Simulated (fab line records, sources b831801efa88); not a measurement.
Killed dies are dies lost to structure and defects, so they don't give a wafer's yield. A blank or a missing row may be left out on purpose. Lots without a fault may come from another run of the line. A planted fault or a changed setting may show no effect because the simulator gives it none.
One fault seen from 2 desks | flow sky130 | each desk has only its own numbers; what lay behind them comes last

THE METROLOGY DESK
What the gauges read, lot by lot, whatever tool the lot ran on: means of the sampled wafers that have a number. A lot is out of limits, marked OUT, if its mean lies more than 4 standard deviations from the usual mean; the brackets give that distance.
Columns: A = LDD_HVN_TW at SKY_LDD_HVN_TW_MEAS_10, usual 1447; B = LDD_HVP_OVL at SKY_LDD_HVP_OVL_MEAS_07, usual 0.7 nm; C = SD_N_TW at SKY_SD_N_TW_MEAS_12, usual 4012
lot  | first seen here | A    | B    | C
L635 | day 21 19:20    | 1454 | 0.3  | 4008
L637 | day 22 02:25    | 1442 | 0.2  | 4023
L638 | day 22 13:29    | 1446 | -0.4 | 4011
L640 | day 23 00:02    | 1445 | 0.4  | 4010
L641 | day 23 15:30    | 1451 | 1.7  | 4008
L642 | day 23 16:44    | 1448 | -1.1 | 4000
L643 | day 24 01:20    | 1445 | -0.3 | 4046
L645 | day 25 01:28    | 1447 | 0.8  | 4012
L647 | day 25 20:11    | 1439 | 0.5  | 3990
L649 | day 26 09:26    | 1455 | 0.3  | 4061
L650 | day 26 20:30    | 1443 | 0.6  | 4044
L654 | day 27 23:59    | 1445 | 1.3  | 30 (-99 or more) OUT
L656 | day 28 14:56    | 1448 | 0.6  | 4004
This desk's finding: out of limits on L654; first on L654, day 35 02:26 (SD_N_TW at SKY_SD_N_TW_MEAS_12). In limits: L635, L637, L638, L640, L641, L642, L643, L645, L647, L649, L650, L656.

THE TOOL OWNER'S DESK: plasma_asher-01
The tool's own readings at SKY_RES_XHIGH_STRIP_08 (strips in O2/N2): means of the sampled wafers that have a number, for each lot that ran on this tool. A lot is out of limits, marked OUT, if its mean lies more than 4 standard deviations from the usual mean; the brackets give that distance.
Columns: A = drypump_motor_current_A at SKY_RES_XHIGH_STRIP_08, usual 5.6 A; B = oes_product_au at SKY_RES_XHIGH_STRIP_08, usual 0.711 a.u.; C = strip_time_to_endpoint_s at SKY_RES_XHIGH_STRIP_08, usual 14.28 s
lot  | first seen here | A   | B               | C
L642 | day 30 00:18    | 5.7 | 0.713           | 14.26
L645 | day 31 07:23    | 5.7 | 0.711           | 14.29
L649 | day 32 13:37    | 5.7 | 0.710           | 14.28
L654 | day 33 23:20    | 5.1 | 0.915 (+42) OUT | -
This desk's finding: out of limits on L654; first on L654, day 33 23:20 (oes_product_au at SKY_RES_XHIGH_STRIP_08). In limits: L642, L645, L649.

PUT TOGETHER
The tool owner's desk could have raised an alarm at day 33 23:20, on L654.
The metrology desk could have raised an alarm at day 35 02:26, on L654.
Of the lots named, all ran SKY_RES_XHIGH_STRIP_08 on plasma_asher-01.

WHAT THE SIMULATOR HAD PUT IN
Strip aborted: plasma_asher-01, from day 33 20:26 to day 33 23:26, at SKY_RES_XHIGH_STRIP_08. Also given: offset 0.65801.
Lots struck among those shown: L654.
Hours from the fault's start to each desk's first reading out of limits: the tool owner's desk, 3; the metrology desk, 30.
